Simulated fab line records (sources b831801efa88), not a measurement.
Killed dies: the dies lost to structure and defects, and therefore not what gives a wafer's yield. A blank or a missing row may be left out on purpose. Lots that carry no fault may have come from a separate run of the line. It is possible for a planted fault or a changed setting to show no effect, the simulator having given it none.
Problem report, 8D (eight disciplines) form, completed by code	flow gf180mcu	the parts of the form that need people (team, actions taken, sign-off) are left out

## 1. THE PROBLEM
LVPWELL_RS at GF_VT_IMPLANT_RS_MEAS_48 reads a mean of 1234.4 ohm/sq on 3 wafers of 1 lot; wafers without a fault read 1197.4 ohm/sq with a standard deviation of 2.9. That is +13 standard deviations from the usual mean.
The step: measures by four-point-probe.
The first sign was on wafer L955.1 at day 10 14:31, on film metro-04. The record has a number at this step for 39 wafers belonging to 13 lots. By rule, "out" or "out of limits" means more than 4 standard deviations away from the usual mean. Any other wafer with a number is counted as sound.

## 2. WHAT IT IS AND WHAT IT IS NOT
question	is	is not
which readings at this step	LVPWELL_RS	-
which lots	L955	L944, L945, L946, L947, L948, L952, L958, L961, L963, L964, L966, L967
which wafers of those lots	all that have a number	-
read on which gauges	film metro-04	film metro-01, film metro-03
when	from day 10 14:31	up to then (18 sound wafers); but 18 sound wafers of L958, L961, L963, L964, L966, L967 came after

## 3. WHAT RULES OUT EACH SUSPECT
Counting: any tool at a process step up to the reading is kept as a suspect provided that every lot that is out went through it and no sound lot did after the first of them.
- the gauge at GF_VT_IMPLANT_RS_MEAS_48: kept. All the wafers that are out were read on film metro-04, and no step on other tools shows them out.
- implanter-02 at GF_LVPWELL_IMPLANT_08: kept. It ran the lot that is out, L955 (day 6 09:40), and no sound lot after that; its last sound lot up to then is L948 (day 4 19:10).
Left after counting: implanter-02 at GF_LVPWELL_IMPLANT_08, film metro-04 at GF_VT_IMPLANT_RS_MEAS_48.

## 4. THE CAUSE (what the simulator had put in)
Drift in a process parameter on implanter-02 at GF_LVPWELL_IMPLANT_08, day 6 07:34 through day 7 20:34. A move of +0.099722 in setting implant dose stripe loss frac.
After counting, 2 suspects remain, this tool included.

## 5. SEQUENCE OF EFFECTS, ordered by route
Each row: a reading whose mean over the struck wafers that have a number lies more than 3 standard deviations from the usual. Scope: only readings with a usual standard deviation given in the record; hours: median across lots of the time from each lot's start at the first step in this table that gives one to its start at this step; sigmas: change in usual standard deviations.
hours	step	reading	usual	on struck wafers	change	sigmas
0	GF_LVPWELL_TW_MEAS_11	LVPWELL_TW	559	546	-13	-3.8
100	GF_VT_IMPLANT_RS_MEAS_48	LVPWELL_RS	1197.4 ohm/sq	1234.4	+37.0	+13
At these later measuring or inspecting steps, every struck wafer for which the step has a row has a number for every such reading, and none has moved that far: GF_V3_CD_MEAS_14, GF_V4_THK_MEAS_01.

## 6. HOW IT WOULD HAVE BEEN CAUGHT EARLIER
103 hours passed between the start of the fault at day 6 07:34 and the first reading out of limits at a measuring or inspecting step in this record, taken at day 10 14:31.
Tool readings at GF_LVPWELL_IMPLANT_08 with a usual standard deviation given in the record: none out on any struck wafer, hence no alarm at a limit of 4 standard deviations on them.
By day 10 14:31, every lot that is out (1) had started GF_LVPWELL_IMPLANT_08 on implanter-02. None of them would have been spared by holding the tool at that moment.
